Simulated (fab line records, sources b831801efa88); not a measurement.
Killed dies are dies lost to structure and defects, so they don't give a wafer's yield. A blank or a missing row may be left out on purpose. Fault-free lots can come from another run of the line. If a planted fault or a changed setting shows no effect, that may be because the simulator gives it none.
A struck lot beside a sound one | flow gf180mcu | 28 steps out of a route of 602
Sound: wafers L806.1, L806.2, L806.5. Struck: wafer L794.5. (L794.3 of the same lot was not struck and is left out.) The cause comes at the end.
Order at every step that has rows: each side's tool, ch and its chambers, its first start. Under that, the readings that differ: sound wafers | struck wafers | difference of the means | sigmas: that difference in standard deviations of wafers without a fault.
alike: readings with means less than 2 such deviations apart, plus words and numbers identical on both sides. not compared: withheld readings, readings lacking a value on some wafer, bounds such as >300 that could conceal the same value, and numbers that have no deviation in the record and whose values overlap.
A row with sigmas, a row that says differs or no value, or rows on one side alone: a step with any of these is where the two part. Non-overlapping numbers with no deviation appear without sigmas and do not part them. Lack of a reading on every wafer of one side parts them only where that side has two or more wafers.

first, 8 steps without rows for these wafers: GF_M2_PEB_12 (peb time 90 s); GF_M2_DEVELOP_13 (develop time 60 s); GF_M2_METAL_ETCH_16 (etches the open film in Cl2/BCl3, stops on SiO2, target depth 750.8 nm, time 125.1 s); GF_M2_STRIP_17 (strips in O2/N2); GF_M2_STRIP_18 (strips in post etch residue remover, time 1200 s); GF_M2_CLEAN_19 (cleans in DIW); GF_V2_CVD_00 (deposits SiO2, target thk 600 nm, time 100 s); GF_V2_CVD_02 (deposits SiO2 from TEOS, target thk 850 nm, time 94.851 s).
GF_V2_CMP_04: polishes SiO2.
  sound on cmp-02 ch 0,2,3, day 27 01:40; struck on cmp-02 ch 1, day 23 07:58
reading                            | sound             | struck | difference | sigmas
slurryFilterDpKPa (kPa)            | 13.47 13.62 13.54 | 12.96  | -0.58      | -4
timeToEndpointS (s)                | 79 79 92          | 53     | -30        | -6
model.SiO2_of_V2_CVD_02.thkNm (nm) | 631.9 632.8 633.2 | 695.8  | +63.2      | 
  alike: motorCurrentA
GF_V2_BOW_MEAS_05:
  sound: filmMetro-03 at day 27 01:58; struck: filmMetro-02 at day 23 08:29
  not compared: hold, V2_BOW
then, 8 steps without rows for these wafers: GF_V2_HMDS_07 (prime time 60 s); GF_V2_COAT_08; GF_V2_COAT_09 (resist thk 1000 nm); GF_V2_SOFTBAKE_10 (time 60 s); GF_V2_EXPOSE_11 (exposes mask Via2, target cd 260 nm); GF_V2_PEB_12 (peb time 90 s); GF_V2_DEVELOP_13 (develop time 60 s); GF_V2_ETCH_16 (etches BARC in N2/H2).
GF_V2_ETCH_17: etches SiO2 in C4F8/O2/Ar, stops on TiN, target depth 630 nm.
  sound: rieDiel-02 ch 0,2; struck: rieDiel-02 ch 3
reading                      | sound             | struck | difference | sigmas
oesProductAu (a.u.)          | 0.861 0.861 0.852 | 0.904  | +0.046     | +9
model.etch.depthNm (nm)      | 631.9 632.8 633.2 | 695.8  | +63.2      | 
model.V2.featureDepthNm (nm) | 631.9 632.8 633.2 | 695.8  | +63.2      | 
then, 6 steps without rows for these wafers: GF_V2_STRIP_18 (strips in O2/N2); GF_V2_STRIP_19 (strips in post etch residue remover, time 1200 s); GF_V2_CLEAN_20 (cleans in DIW); GF_V2_SPUTTER_21 (material Ti, target thk 15 nm, time 80.02 s); GF_V2_SPUTTER_22 (material TiN, target thk 10 nm, time 40 s); GF_V2_CVD_23 (deposits W, target thk 350 nm, time 104.94 s).
GF_V2_CMP_26: polishes, stops on SiO2, t overpolish 15 s, target thk 0 nm.
  sound on cmp-01 ch 1,2,3, day 27 23:26; struck on cmp-02 ch 1, day 24 07:21
reading                            | sound           | struck | difference | sigmas
model.SiO2_of_V2_CVD_02.thkNm (nm) | 628.1 629 629.4 | 692    | +63        | 
  alike: motorCurrentA, slurryFilterDpKPa
then, 2 steps without rows for these wafers: GF_M3_SPUTTER_00 (material Ti, target thk 37.5 nm, time 150 s); GF_PASSIVATION_PROBE_99.

== WHERE THEY PART ==
At GF_V2_CMP_04 first; at GF_V2_ETCH_17 last (within this record only). Later steps at which nothing parts them and some readings are alike: GF_V2_CMP_26.

WHY: the cause the simulator had injected
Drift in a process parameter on cmp-02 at GF_V2_CMP_04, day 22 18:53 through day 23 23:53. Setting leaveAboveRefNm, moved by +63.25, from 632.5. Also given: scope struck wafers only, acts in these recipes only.
